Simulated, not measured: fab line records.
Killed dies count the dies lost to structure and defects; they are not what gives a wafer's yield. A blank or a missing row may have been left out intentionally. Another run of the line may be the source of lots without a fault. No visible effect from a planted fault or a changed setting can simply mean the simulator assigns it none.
fab line records	flow sky130
[record] lots = 6	wafers = 16	lastDay = 51
route steps=708 shown SD_P@359 RES_XHIGH@360 SALICIDE@361 LI_CONTACT@362 PAD_OPEN@708
lots untouched by any fault: they come from a run of this same line in which no faults occurred
startH: the number of hours between the record's first day and the start of the first shown wafer of the lot	waitH: hours from the lot's prior step to this one	" identical to the entry in the row above	L1.1+2: a row that stands for several wafers	- no value, or no start given	* or withheld: withheld	< > ~ a bound
route shown NAME@n: names a module that has steps shown in the file, with the first one's number in the route	usual: mean/standard deviation of fault-free wafers	same: alike in all rows	chamber/n: place in a boat	sites: each site's reading	_std_site: standard deviation of those values	_edge_site: inner sites' mean taken away from outer sites' mean	radiusMm: for every site, how far away it sits from the centre of the wafer	mask NAME#n: copy n	behind: the last tool/chamber to shape the wafer	hold: reason for holding the lot/hours on hold/outcome of the hold	device: whichever transistor did not switch (one of n, p or np)	end of line: at the end of the route, the tests of the same wafers	a step without rows: its recipe alone	killed: the dies lost at the first sort to structure and to defects; this is not the yield of the wafer	map: a wafer's dies, marking killed ones x, the rest . and places with no die _
set.NAME: the setting as run; set.NAME@STEP: as run at that earlier step	model.NAME: the simulator's own value behind a step, which no gauge read
lots at selected steps of the route; one table per step, one row per wafer
services: from which hour (startH, from the record's first day; less than 0 if before it) a tool's chamber was out of use, for how many hours, and why
[[steps]]
[step SKY_SD_N_RS_MEAS_17]
[recipe] thkMeasGauge = four-point-probe
[usual] SD_P_RS = 147.0/0.32
lot.wafer	tool	chamber	startH	waitH	SD_P_RS[ohm/sq]
L270.2	filmMetro-02	-	683.58	0.1	146.9
L270.3	"	-	"	"	147.0
L270.4	"	-	"	"	146.8
L275.5	filmMetro-02	-	723.60	0.1	146.8
L275.6	"	-	"	"	146.7
L276.5	filmMetro-01	-	725.60	0.1	147.2
L276.6	"	-	"	"	147.6
L281.1	filmMetro-01	-	775.48	0.1	147.0
L281.4	"	-	"	"	146.8
L281.6	"	-	"	"	146.7
L285.2	filmMetro-02	-	798.29	0.1	146.9
L285.3	"	-	"	"	146.7
L285.4	"	-	"	"	146.6
L291.2	filmMetro-02	-	843.95	0.1	147.2
L291.4	"	-	"	"	146.8
L291.6	"	-	"	"	147.2
[step SKY_SD_N_RS_MEAS_18]
[recipe] thkMeasGauge = four-point-probe
[usual] RES_XHIGH_RS = 332.9/1
lot.wafer	tool	chamber	startH	waitH	RES_XHIGH_RS[ohm/sq]
L270.2	filmMetro-02	-	683.70	0.1	333.2
L270.3	"	-	"	"	332.2
L270.4	"	-	"	"	332.7
L275.5	filmMetro-02	-	723.72	0.1	332.9
L275.6	"	-	"	"	332.8
L276.5	filmMetro-01	-	725.72	0.1	332.9
L276.6	"	-	"	"	333.4
L281.1	filmMetro-01	-	775.60	0.1	334.7
L281.4	"	-	"	"	334.3
L281.6	"	-	"	"	332.7
L285.2	filmMetro-02	-	798.41	0.1	331.7
L285.3	"	-	"	"	332.4
L285.4	"	-	"	"	332.5
L291.2	filmMetro-02	-	844.07	0.1	331.7
L291.4	"	-	"	"	331.7
L291.6	"	-	"	"	333.6
[step SKY_SALICIDE_CLEAN_00]
[recipe] chemistry = HF-last	timeS = 30	dilution = 100:1	dry = ipaMarangoni
[step SKY_LI_CONTACT_HDPCVD_00]
[recipe] material = PSG	targetThkNm = 930	sigmaOpenFrac = 0.3	timeS = 155	tempC = 600	sih4FlowSccm = 60	pressureMtorr = 6
[step SKY_LI_CONTACT_THK_MEAS_01]
[recipe] reads = PSG_of_LI_CONTACT_HDPCVD_00
[usual] LI_CONTACT_HDPCVD_THK = 928/8.6
lot.wafer	tool	chamber	startH	waitH	LI_CONTACT_HDPCVD_THK[nm]
L270.2	filmMetro-03	-	683.98	0.1	931
L270.3	"	-	"	"	940
L270.4	"	-	"	"	937
L275.5	filmMetro-03	-	723.92	0.0	935
L275.6	"	-	"	"	934
L276.5	filmMetro-02	-	725.92	0.0	924
L276.6	"	-	"	"	916
L281.1	filmMetro-02	-	775.84	0.1	915
L281.4	"	-	"	"	917
L281.6	"	-	"	"	917
L285.2	filmMetro-02	-	798.64	0.1	913
L285.3	"	-	"	"	910
L285.4	"	-	"	"	918
L291.2	filmMetro-03	-	844.30	0.1	935
L291.4	"	-	"	"	929
L291.6	"	-	"	"	923
[step SKY_LI_CONTACT_CMP_02]
[recipe] material = PSG	downForcePsi = 4	platenRpm = 60	padVelocityMS = 0.94248
[usual] motorCurrentA = 12.0/1.2	retainingRingPressureFrac = 1.000/0.0057	timeToEndpointS = 33.4/2.4
lot.wafer	tool	chamber	startH	waitH	motorCurrentA	retainingRingPressureFrac	timeToEndpointS
L270.4	cmp-02	3	684.08	0.1	13.6	0.999	33.9
L270.2	"	0	"	"	10.6	1.001	35.0
L270.3	"	1	"	"	13.7	0.992	34.4
L275.5	cmp-02	1	724.14	0.2	13.5	1.008	33.5
L275.6	"	2	"	"	12.7	1.004	37.2
L276.5	cmp-02	1	726.14	0.2	13.4	1.006	35.7
L276.6	"	2	"	"	12.7	1.010	35.1
L281.4	cmp-01	3	776.02	0.1	11.1	1.004	32.1
L281.1	"	0	"	"	11.1	1.001	30.3
L281.6	"	2	"	"	13.0	0.996	33.2
L285.4	cmp-02	0	798.69	0.0	10.5	1.007	33.6
L285.2	"	1	"	"	14.2	0.997	32.5
L285.3	"	2	"	"	13.3	1.000	37.1
L291.4	cmp-02	3	844.40	0.1	13.4	1.003	34.3
L291.2	"	1	"	"	13.7	1.003	33.7
L291.6	"	3	"	"	13.3	1.000	34.2
[step SKY_LI_CONTACT_BOW_MEAS_03]
[recipe] mode = bow
[usual] LI_CONTACT_BOW = 56/6.1
lot.wafer	tool	chamber	startH	waitH	LI_CONTACT_BOW[um]
L270.2	filmMetro-02	-	684.35	0.2	43
L270.3	"	-	"	"	53
L270.4	"	-	"	"	62
L275.5	filmMetro-02	-	724.32	0.1	54
L275.6	"	-	"	"	49
L276.5	filmMetro-03	-	726.32	0.1	59
L276.6	"	-	"	"	51
L281.1	filmMetro-01	-	776.22	0.1	60
L281.4	"	-	"	"	57
L281.6	"	-	"	"	66
L285.2	filmMetro-02	-	799.01	0.2	58
L285.3	"	-	"	"	70
L285.4	"	-	"	"	62
L291.2	filmMetro-01	-	844.67	0.1	47
L291.4	"	-	"	"	58
L291.6	"	-	"	"	57
[step SKY_LI_CONTACT_DEHYDRATE_04]
[recipe] tempC = 200	timeS = 60
[step SKY_LI_CONTACT_HMDS_05]
[recipe] primeTimeS = 60	primeTempC = 120
[step SKY_LI_CONTACT_COAT_06]
[recipe] resist = BARC	tempC = withheld	timeS = withheld	spinRpm = 3000	resistThkNm = 60
[step SKY_LI_CONTACT_COAT_07]
[recipe] resist = KrF-thick	spinRpm = 3000	resistThkNm = 450
[step SKY_LI_CONTACT_SOFTBAKE_08]
[recipe] tempC = 100	timeS = 90	resist = KrF-thick
[step SKY_LI_CONTACT_EXPOSE_09]
[recipe] maskId = LICM1	na = 0.8	sourceShape = annular	sigmaInner = 0.55	sigmaOuter = 0.85	targetCdNm = 170	doseMj = 38
[usual] stageVelMmS = 499.94/0.29
lot.wafer	tool	chamber	startH	waitH	mask	stageVelMmS
L270.2	krfScanner-01	0	699.44	-	LICM1#0	499.97
L270.3	"	0	"	"	LICM1#0	500.06
L270.4	"	0	"	"	LICM1#0	500.25
L275.5	krfScanner-01	0	739.37	-	LICM1#0	500.05
L275.6	"	0	"	"	LICM1#0	499.98
L276.5	krfScanner-01	0	740.82	-	LICM1#0	500.09
L276.6	"	0	"	"	LICM1#0	499.92
L281.1	krfScanner-02	0	790.24	-	LICM1#0	500.47
L281.4	"	0	"	"	LICM1#0	500.00
L281.6	"	0	"	"	LICM1#0	499.80
L285.2	krfScanner-02	0	812.16	-	LICM1#0	499.70
L285.3	"	0	"	"	LICM1#0	499.66
L285.4	"	0	"	"	LICM1#0	499.82
L291.2	krfScanner-01	0	857.68	-	LICM1#0	500.27
L291.4	"	0	"	"	LICM1#0	499.96
L291.6	"	0	"	"	LICM1#0	499.73
[step SKY_LI_CONTACT_PEB_10]
[recipe] pebTempC = withheld	pebTimeS = withheld	resist = KrF-thick
[step SKY_LI_CONTACT_DEVELOP_11]
[recipe] developTimeS = 60	resist = KrF-thick	devTempC = 21
[step SKY_LI_CONTACT_CD_MEAS_12]
[recipe] targetCdNm = 170
[usual] cdNm = 170.0/1.6
lot.wafer	tool	chamber	startH	waitH	cdNm
L270.2	cdSem-02	-	713.11	-	170.0
L270.3	"	-	"	"	170.9
L270.4	"	-	"	"	169.0
L275.5	cdSem-01	-	753.24	-	83.0
L275.6	"	-	"	"	83.6
L276.5	cdSem-01	-	754.70	-	75.8
L276.6	"	-	"	"	75.7
L281.1	cdSem-02	-	803.29	-	171.6
L281.4	"	-	"	"	170.6
L281.6	"	-	"	"	172.2
L285.2	cdSem-02	-	825.44	-	169.5
L285.3	"	-	"	"	171.0
L285.4	"	-	"	"	169.2
L291.2	cdSem-01	-	871.33	-	169.1
L291.4	"	-	"	"	169.1
L291.6	"	-	"	"	169.8
[step SKY_LI_CONTACT_OVL_MEAS_13]
[usual] LI_CONTACT_OVL = 0/5.1
lot.wafer	tool	chamber	startH	waitH	LI_CONTACT_OVL[nm]
L270.2	overlay-01	-	713.22	0.1	-1
L270.3	"	-	"	"	-4
L270.4	"	-	"	"	1
L275.5	overlay-02	-	753.30	0.0	1
L275.6	"	-	"	"	1
L276.5	overlay-02	-	754.76	0.0	-7
L276.6	"	-	"	"	-4
L281.1	overlay-02	-	803.41	0.1	0
L281.4	"	-	"	"	-1
L281.6	"	-	"	"	2
L285.2	overlay-02	-	825.54	0.1	-5
L285.3	"	-	"	"	-8
L285.4	"	-	"	"	-10
L291.2	overlay-02	-	871.44	0.1	-4
L291.4	"	-	"	"	-2
L291.6	"	-	"	"	1
[step SKY_LI_CONTACT_ETCH_14]
[recipe] chemistry = N2/H2	target = BARC	ionEnergyEv = 200	sourceW = 500	biasW = 100	pressureMtorr = 30	n2FlowSccm = 100	h2FlowSccm = 200	stopOn = SiO2	timeS = 45.9	targetDepthA = 600
[usual] drypumpMotorCurrentA = 6.0/0.56	oesProductAu = 0.855/0.0049	throttleValvePct = 13.225/0.0085
lot.wafer	tool	chamber	startH	waitH	drypumpMotorCurrentA	oesProductAu	rfHoursCounterH	throttleValvePct	model.LI_CONTACT.cdNm
L270.2	rieDiel-04	3	713.25	0.0	6.7	0.861	2	13.220	170.3
L270.3	"	1	"	"	6.0	0.850	6	13.222	171.5
L270.4	"	0	"	"	4.9	0.855	3	13.230	169.3
L275.5	rieDiel-01	2	753.34	0.0	6.3	0.862	-	13.230	83.18
L275.6	"	3	"	"	5.5	0.844	-	13.214	83.05
L276.5	rieDiel-04	0	754.79	0.0	4.9	0.854	-	13.221	75.67
L276.6	"	3	"	"	6.7	0.853	-	13.229	76.08
L281.1	rieDiel-03	2	803.45	0.0	5.9	0.856	36	13.232	172.4
L281.4	"	1	"	"	6.2	0.853	20	13.233	170.2
L281.6	"	3	"	"	5.0	0.859	-	13.233	172
L285.2	rieDiel-01	0	825.57	0.0	5.8	0.854	8	13.236	169.6
L285.3	"	1	"	"	6.0	0.852	17	13.225	170.4
L285.4	"	3	"	"	5.5	0.862	2	13.238	168.5
L291.2	rieDiel-03	0	871.47	0.0	6.7	0.860	12	13.214	169.3
L291.4	"	2	"	"	5.8	0.859	-	13.233	169.5
L291.6	"	3	"	"	4.9	0.859	-	13.237	168.8
[step SKY_LI_CONTACT_ETCH_15]
[recipe] target = PSG	chemistry = C4F8/O2/Ar	stopOn = Si	taperDeg = 4.15	maskMaterial = KrF-thick	sourceW = 1500	biasW = 1200	pressureMtorr = 40	c4f8FlowSccm = withheld	O2_flow_sccm = 6	Ar_flow_sccm = 300	timeS = withheld	targetDepthA = 6000
[usual] oesProductAu = 0.837/0.0045
lot.wafer	tool	chamber	startH	waitH	oesProductAu	model.LI_CONTACT.cdNm
L270.2	rieDiel-04	3	713.29	0.0	0.843	169.9
L270.3	"	1	"	"	0.839	171.1
L270.4	"	0	"	"	0.843	169.1
L275.5	rieDiel-01	2	753.40	0.0	0.832	83.26
L275.6	"	3	"	"	0.838	83.44
L276.5	rieDiel-04	0	754.86	0.0	0.835	75.96
L276.6	"	3	"	"	0.832	76.5
L281.1	rieDiel-03	2	803.49	0.0	0.832	172.6
L281.4	"	1	"	"	0.842	169.7
L281.6	"	3	"	"	0.835	171.7
L285.2	rieDiel-01	0	825.62	0.0	0.829	170
L285.3	"	1	"	"	0.839	170.8
L285.4	"	3	"	"	0.840	169.1
L291.2	rieDiel-03	0	871.51	0.0	0.845	169.7
L291.4	"	2	"	"	0.842	170
L291.6	"	3	"	"	0.833	169.3
[step SKY_LI_CONTACT_STRIP_16]
[recipe] chemistry = O2/N2	powerW = 1400	pressureMtorr = 1500	platenTempC = withheld	o2FlowSccm = 3000	n2FlowSccm = 300	overashFraction = 0.5
[usual] drypumpMotorCurrentA = 5.7/0.4	oesProductAu = 0.376/0.0047	stripTimeToEndpointS = 3.514/0.021
lot.wafer	tool	chamber	startH	waitH	drypumpMotorCurrentA	oesProductAu	rfHoursCounterH	stripTimeToEndpointS
L270.2	plasmaAsher-03	0	713.37	-	5.4	0.380	32	3.518
L270.3	"	0	"	"	5.4	0.378	-	3.526
L270.4	"	1	"	"	5.2	0.378	-	3.524
L275.5	plasmaAsher-04	0	753.51	-	5.3	0.374	-	3.523
L275.6	"	1	"	"	6.1	0.373	-	3.497
L276.5	plasmaAsher-03	0	754.97	-	5.4	0.384	-	3.539
L276.6	"	1	"	"	5.2	0.375	-	3.509
L281.1	plasmaAsher-04	0	803.57	-	5.3	0.387	89	3.503
L281.4	"	0	"	"	5.3	0.380	-	3.537
L281.6	"	1	"	"	6.1	0.369	-	3.487
L285.2	plasmaAsher-03	1	825.70	-	5.2	0.385	43	3.514
L285.3	"	0	"	"	5.4	0.376	-	3.540
L285.4	"	1	"	"	5.2	0.382	-	3.486
L291.2	plasmaAsher-02	1	871.60	-	6.1	0.375	76	3.511
L291.4	"	1	"	"	6.1	0.373	-	3.465
L291.6	"	0	"	"	6.0	0.381	-	3.493
[step SKY_PAD_OPEN_PROBE_99]
[usual] killed_at_M0_to_M3 = 43/6.9	killed_at_M4_up = 3.2/1.6	killedAtContacts = 25/5.1	killedAtFrontEnd = 16/4.5	killedAtOther = 0.3/0.68	killedDies = 87/8.9	killedOnRim = 16/3.6	killedOpen = 48/6.9	killedShort = 39/6.3
[same] grossDies = 492	killedAtBackSide = 0
lot.wafer	tool	chamber	startH	waitH	killed_at_M0_to_M3	killed_at_M4_up	killedAtContacts	killedAtFrontEnd	killedAtOther	killedDies	killedOnRim	killedOpen	killedShort
L270.2	prober-01	-	1114.80	0.1	37	3	27	14	0	81	13	51	30
L270.3	prober-01	-	1114.85	0.2	43	1	27	11	0	82	18	43	38
L270.4	prober-01	-	1114.90	0.2	45	3	29	23	0	100	18	59	41
L275.5	prober-01	-	1141.83	0.2	54	7	422	9	0	492	96	52	42
L275.6	prober-01	-	1141.88	0.2	51	1	434	6	0	492	96	47	44
L276.5	prober-02	-	1142.15	0.2	40	3	438	10	1	492	96	54	32
L276.6	prober-02	-	1142.20	0.2	44	2	433	13	0	492	96	51	31
// killed by level:class
L270.2 CONTACT:geometricParticle:open=14 VIA1:geometricParticle:open=13 LI_CONTACT:geometricParticle:open=6 FIELD_ISO:geometricParticle:short=5 VIA2:geometricParticle:open=5 VIA1:geometricParticle:short=4 FIELD_ISO:geometricParticle:open=3 POLY_GATE:geometricParticle:short=3
L270.3 CONTACT:geometricParticle:open=10 VIA1:geometricParticle:open=8 METAL1:geometricParticle:short=7 LI_CONTACT:geometricParticle:open=6 LOCAL_INTERCONNECT:geometricParticle:short=6 VIA2:geometricParticle:open=6 VIA3:geometricParticle:open=5 METAL3:geometricParticle:short=5
L270.4 CONTACT:geometricParticle:open=13 VIA2:geometricParticle:open=9 VIA1:geometricParticle:open=8 FIELD_ISO:geometricParticle:open=6 METAL1:geometricParticle:short=6 VIA3:geometricParticle:open=6 FIELD_ISO:geometricParticle:short=5 LI_CONTACT:geometricParticle:open=5
L275.5 LI_CONTACT:areaExpose=398 VIA1:geometricParticle:open=17 METAL1:geometricParticle:short=7 CONTACT:geometricParticle:open=7 CONTACT:geometricParticle:short=6 VIA1:geometricParticle:short=6 METAL2:geometricParticle:short=5 LI_CONTACT:geometricParticle:open=5
L275.6 LI_CONTACT:areaExpose=401 CONTACT:geometricParticle:open=13 VIA1:geometricParticle:open=10 LI_CONTACT:geometricParticle:open=8 VIA1:geometricParticle:short=8 VIA2:geometricParticle:open=7 CONTACT:geometricParticle:short=6 METAL2:geometricParticle:short=6
L276.5 LI_CONTACT:areaExpose=406 CONTACT:geometricParticle:open=16 VIA1:geometricParticle:open=10 LI_CONTACT:geometricParticle:open=7 VIA3:geometricParticle:open=7 VIA1:geometricParticle:short=5 VIA2:geometricParticle:open=5 VIA2:geometricParticle:short=4
L276.6 LI_CONTACT:areaExpose=410 VIA1:geometricParticle:open=11 LI_CONTACT:geometricParticle:open=10 CONTACT:geometricParticle:open=8 VIA2:geometricParticle:open=7 VIA3:geometricParticle:open=7 FIELD_ISO:geometricParticle:short=4 METAL2:geometricParticle:short=4
// map L275.5 (x killed, . not)
__________xxxxxxxxxx_________
________xxxxxxxxxxxxxx_______
______xxxxxxxxxxxxxxxxxx_____
_____xxxxxxxxxxxxxxxxxxxx____
____xxxxxxxxxxxxxxxxxxxxxx___
___xxxxxxxxxxxxxxxxxxxxxxxx__
__xxxxxxxxxxxxxxxxxxxxxxxxxx_
_xxxxxxxxxxxxxxxxxxxxxxxxxxxx
_xxxxxxxxxxxxxxxxxxxxxxxxxxxx
_xxxxxxxxxxxxxxxxxxxxxxxxxxxx
_xxxxxxxxxxxxxxxxxxxxxxxxxxxx
_xxxxxxxxxxxxxxxxxxxxxxxxxxxx
_xxxxxxxxxxxxxxxxxxxxxxxxxxxx
_xxxxxxxxxxxxxxxxxxxxxxxxxxxx
_xxxxxxxxxxxxxxxxxxxxxxxxxxxx
__xxxxxxxxxxxxxxxxxxxxxxxxxx_
___xxxxxxxxxxxxxxxxxxxxxxxx__
____xxxxxxxxxxxxxxxxxxxxxx___
_____xxxxxxxxxxxxxxxxxxxx____
______xxxxxxxxxxxxxxxxxx_____
________xxxxxxxxxxxxxx_______
__________xxxxxxxxxx_________
// map L276.5 (x killed, . not)
__________xxxxxxxxxx_________
________xxxxxxxxxxxxxx_______
______xxxxxxxxxxxxxxxxxx_____
_____xxxxxxxxxxxxxxxxxxxx____
____xxxxxxxxxxxxxxxxxxxxxx___
___xxxxxxxxxxxxxxxxxxxxxxxx__
__xxxxxxxxxxxxxxxxxxxxxxxxxx_
_xxxxxxxxxxxxxxxxxxxxxxxxxxxx
_xxxxxxxxxxxxxxxxxxxxxxxxxxxx
_xxxxxxxxxxxxxxxxxxxxxxxxxxxx
_xxxxxxxxxxxxxxxxxxxxxxxxxxxx
_xxxxxxxxxxxxxxxxxxxxxxxxxxxx
_xxxxxxxxxxxxxxxxxxxxxxxxxxxx
_xxxxxxxxxxxxxxxxxxxxxxxxxxxx
_xxxxxxxxxxxxxxxxxxxxxxxxxxxx
__xxxxxxxxxxxxxxxxxxxxxxxxxx_
___xxxxxxxxxxxxxxxxxxxxxxxx__
____xxxxxxxxxxxxxxxxxxxxxx___
_____xxxxxxxxxxxxxxxxxxxx____
______xxxxxxxxxxxxxxxxxx_____
________xxxxxxxxxxxxxx_______
__________xxxxxxxxxx_________
[[services]]
tool	chamber	startH	hours	kind
cmp-02	-	669.36	2.6	repair
krfScanner-01	-	697.52	0.8	repair
krfScanner-01	-	708.42	1.3	pm
rieDiel-03	1	712.71	6.8	repair
rieDiel-03	3	714.80	4.3	repair
krfScanner-01	-	716.65	3.6	pm
cmp-02	-	730.78	6.5	repair
cmp-02	-	736.27	1.1	repair
cmp-02	-	744.02	4.0	pm
rieDiel-03	-	750.94	2.8	pm
krfScanner-01	-	752.78	0.9	repair
rieDiel-01	0	773.71	1.3	repair
cmp-02	-	775.01	7.7	pm
rieDiel-01	2	777.35	5.9	repair
krfScanner-01	-	788.62	0.8	pm
rieDiel-01	-	790.44	28.1	pm
rieDiel-04	0	794.59	3.2	repair
krfScanner-01	-	811.86	1.0	pm
krfScanner-01	-	825.40	0.8	pm
krfScanner-01	-	828.92	0.7	repair
rieDiel-03	3	831.16	6.0	repair
rieDiel-03	1	831.94	8.2	repair
cmp-02	-	851.84	4.1	pm
rieDiel-03	1	868.48	3.6	repair
[[key]]
[firstSign] step = SKY_LI_CONTACT_CD_MEAS_12	reading = cdNm	direction = down	sigmas = 55	usual = 170.0	struck = 79.5
[effect] step = SKY_PAD_OPEN_PROBE_99	reading = killedAtContacts	direction = up	sigmas = 80	usual = 25	struck = 432
[modelEffect] step = SKY_LI_CONTACT_ETCH_14	value = LI_CONTACT.cdNm	without = 170.4	struck = 79.49
[modelEffect] step = SKY_LI_CONTACT_ETCH_15	value = LI_CONTACT.cdNm	without = 170.6	struck = 79.79
[moreKillsBornAt] SKY_LI_CONTACT_EXPOSE_09@krfScanner-01 = 1615
metAt SKY_LI_CONTACT_EXPOSE_09
struckWafers L275.5,L275.6,L276.5,L276.6
laterRowsLeftOut L275.5,L275.6,L276.5,L276.6
testerLeftOut L275,L276
onsetBetween 699.44 739.37
[fault] kind = processParameterDrift	tool = krfScanner-01	chamber = -	onsetH = 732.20	steps = SKY_LI_CONTACT_EXPOSE_09	channel = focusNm	offset = 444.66	shape = step	endH = 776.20	scope = struckWafersOnly
// testerLeftOut: of these lots the tester's yield and bins aren't shown, on N5 and GAA mostly nor the transistor test; their killed dies are dies lost to structure and defects alone, not to doping, threshold or leakage, so they don't give the yield
// laterRowsLeftOut: the simulator's readings of these wafers behind a module that went badly wrong aren't trusted and aren't shown, but for the sort
